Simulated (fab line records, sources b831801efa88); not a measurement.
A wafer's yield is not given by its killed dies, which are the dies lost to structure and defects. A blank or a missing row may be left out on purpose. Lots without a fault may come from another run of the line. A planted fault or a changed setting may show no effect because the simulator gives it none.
A lot that was struck, set against a sound lot || flow sky130 || 38 out of 708 route steps
Sound: the wafers L460.1, L460.2, L460.6. The struck wafers were L469.1, L469.2, L469.4. Last of all comes the cause.
Order at every step that has rows: each side's tool, ch and its chambers, its first start. Under that, the readings that differ: sound wafers || struck wafers || difference of the means || sigmas: that difference in standard deviations of wafers without a fault.
alike: readings whose means differ by less than 2 such deviations, and words and numbers that are the same on both sides. not compared: withheld readings, readings that some wafer has no value for, bounds like >300 that may hide the same value, and numbers for which the record gives no deviation and whose values overlap.
Wherever a step has rows on one side only, a row that says differs or no value, or a row with sigmas, the two part there. Numbers that don't overlap but have no deviation are shown without sigmas and don't part them. Lack of a reading on every wafer of one side parts them only where that side has two or more wafers.

first, 9 steps without rows for these wafers: SKY_VIA3_SPUTTER_20 (material TiN, target thk 20 nm, time 80 s); SKY_VIA3_CVD_21 (deposits W, target thk 390 nm, time 117.31 s); SKY_VIA3_CMP_24 (polishes, stops on SiO2, t overpolish 20 s, target thk 0 nm); SKY_METAL4_SPUTTER_00 (material Ti, target thk 15 nm, time 10 s); SKY_METAL4_SPUTTER_01 (material TiN, target thk 20 nm, time 16.7 s); SKY_METAL4_SPUTTER_02 (material AlCu, target thk 735 nm, time 39.1 s); SKY_METAL4_SPUTTER_03 (material Ti, target thk 5 nm, time 3.3 s); SKY_METAL4_SPUTTER_04 (material TiN, target thk 70 nm, time 58.3 s); SKY_CAP2M_CVD_00 (deposits SiO2, target thk 15.5 nm).
SKY_CAP2M_SPUTTER_02: material TiN, target thk 200 nm, time 166.7 s.
  struck on pvd_sputter-03, day 42 23:08; sound on pvd_sputter-03, day 40 12:57
{"reading": "cathode_dc_power_W (W)", "sound": "6499.9 6499.2 6499.5", "struck": "5651.4 5652.0 5650.8", "difference": -848.1, "sigmas": "-99 or more"}
{"reading": "model.TiN_of_CAP2M_SPUTTER_02.thk_nm (nm)", "sound": "199.5 201.9 198.5", "struck": "173 172.4 173.3", "difference": -27, "sigmas": ""}
  alike: throttle_valve_pct
SKY_CAP2M_RS_MEAS_03: a four-point-probe measurement.
  struck on film_metro-03, day 42 23:14; sound on film_metro-01, day 40 13:04
{"reading": "CAP2M_TIN_RS (ohm/sq)", "sound": "6.94 6.88 6.98", "struck": "8.02 8.04 8.00", "difference": "+1.09", "sigmas": "+13"}
SKY_CAP2M_THK_MEAS_04: measures by xrf.
  struck on film_metro-03, day 42 23:22; sound on film_metro-01, day 40 13:11
{"reading": "CAP2M_TIN_THK (nm)", "sound": "199.5 202.7 198.7", "struck": "172.9 173.0 173.8", "difference": -27.1, "sigmas": -10}
then, 7 steps without rows for these wafers: SKY_CAP2M_DEHYDRATE_05 (time 60 s); SKY_CAP2M_HMDS_06 (prime time 60 s); SKY_CAP2M_COAT_07 (resist thk 1140 nm); SKY_CAP2M_SOFTBAKE_08 (time 60 s); SKY_CAP2M_EXPOSE_09 (exposes mask CAP2M, target cd 1000 nm); SKY_CAP2M_PEB_10; SKY_CAP2M_DEVELOP_11 (develop time 60 s).
SKY_CAP2M_METAL_ETCH_13: etches TiN in Cl2/BCl3, stops on SiO2, target depth 220 nm, time 62.9 s.
  sound on rie_metal-03 ch 0,1, day 41 13:35; struck on rie_metal-03 ch 0,1, day 43 21:29
{"reading": "oes_product_au (a.u.)", "sound": "0.934 0.953 0.937", "struck": "0.874 0.862 0.868", "difference": -0.073, "sigmas": -10}
{"reading": "throttle_valve_pct (%)", "sound": "21.905 21.902 21.901", "struck": "21.940 21.950 21.954", "difference": "+0.045", "sigmas": "+5"}
  alike: bcl3_flow_sccm, drypump_motor_current_A
  not compared: rf_hours_counter_h
then, 16 steps without rows for these wafers: SKY_CAP2M_STRIP_14 (strips in O2/N2); SKY_CAP2M_STRIP_15 (strips in post etch residue remover, time 1200 s); SKY_CAP2M_CLEAN_16 (cleans in IPA, time 180 s); SKY_CAP2M_CLEAN_17 (cleans in O3/DIW); SKY_METAL4_DEHYDRATE_05 (time 60 s); SKY_METAL4_HMDS_06 (prime time 60 s); SKY_METAL4_COAT_07 (resist thk 60 nm); SKY_METAL4_COAT_08 (resist thk 1140 nm); SKY_METAL4_SOFTBAKE_09 (time 90 s); SKY_METAL4_EXPOSE_10 (exposes mask MM4, target cd 300 nm); SKY_METAL4_PEB_11; SKY_METAL4_DEVELOP_12 (develop time 60 s); SKY_METAL4_DESCUM_15 (chemistry O2, time 8 s); SKY_METAL4_ETCH_16 (etches BARC in N2/H2, stops on SiO2, time 88.2 s, target depth 60 nm); SKY_METAL4_ETCH_17 (etches SiO2 in C4F8/O2/Ar, stops on TiN, time 3.9 s, target depth 15 nm); SKY_METAL4_METAL_ETCH_18 (etches the open film in Cl2/BCl3, stops on SiO2, target depth 845 nm, time 183.1 s).
SKY_METAL4_STRIP_20: strips in post etch residue remover, time 1200 s.
  sound on wet_bench-01 ch 1, day 42 14:35; struck on wet_bench-01 ch 3, day 44 20:17
{"reading": "model.TiN_of_CAP2M_SPUTTER_02.thk_nm (nm)", "sound": "198.7 201.1 197.7", "struck": "172.2 171.6 172.4", "difference": -27.1, "sigmas": ""}
  alike: temp_c
-- the record jumps here: 4 days lie between the struck wafers' starts before and after (it left off in module METAL4 and takes up again in module PAD_OPEN, whose first step shown is number 708 of the route) --
SKY_PAD_OPEN_PROBE_99:
  struck on prober-01, day 48 11:13; sound on prober-02, day 46 11:29
{"reading": "model.etest.cap_mim2.plate_ohm_sq", "sound": "6.019 5.975 6.032", "struck": "6.9 6.865 6.87", "difference": "+0.9", "sigmas": ""}
  alike: defect_limited_yield, killed_at_M0_to_M3, killed_at_M4_up, killed_at_contacts, killed_at_front_end, killed_at_other, killed_dies, killed_on_rim, killed_open, killed_short, sort_bin_3_pad_short, sort_bin_5_function, sort_bin_6_memory, sort_n_pass, sort_yield_pct
  not compared: model.etest.cap_mim2.bv_v, model.etest.cap_mim2.leak_log10_a_cm2

## WHERE THEY PART
Last at SKY_CAP2M_METAL_ETCH_13 as far as this record goes, first at SKY_CAP2M_SPUTTER_02. Later steps at which nothing parts them and some readings are alike: SKY_METAL4_STRIP_20, SKY_PAD_OPEN_PROBE_99.

WHY: whatever the simulator had introduced
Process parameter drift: pvd_sputter-03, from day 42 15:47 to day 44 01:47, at SKY_CAP2M_SPUTTER_02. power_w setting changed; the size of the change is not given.
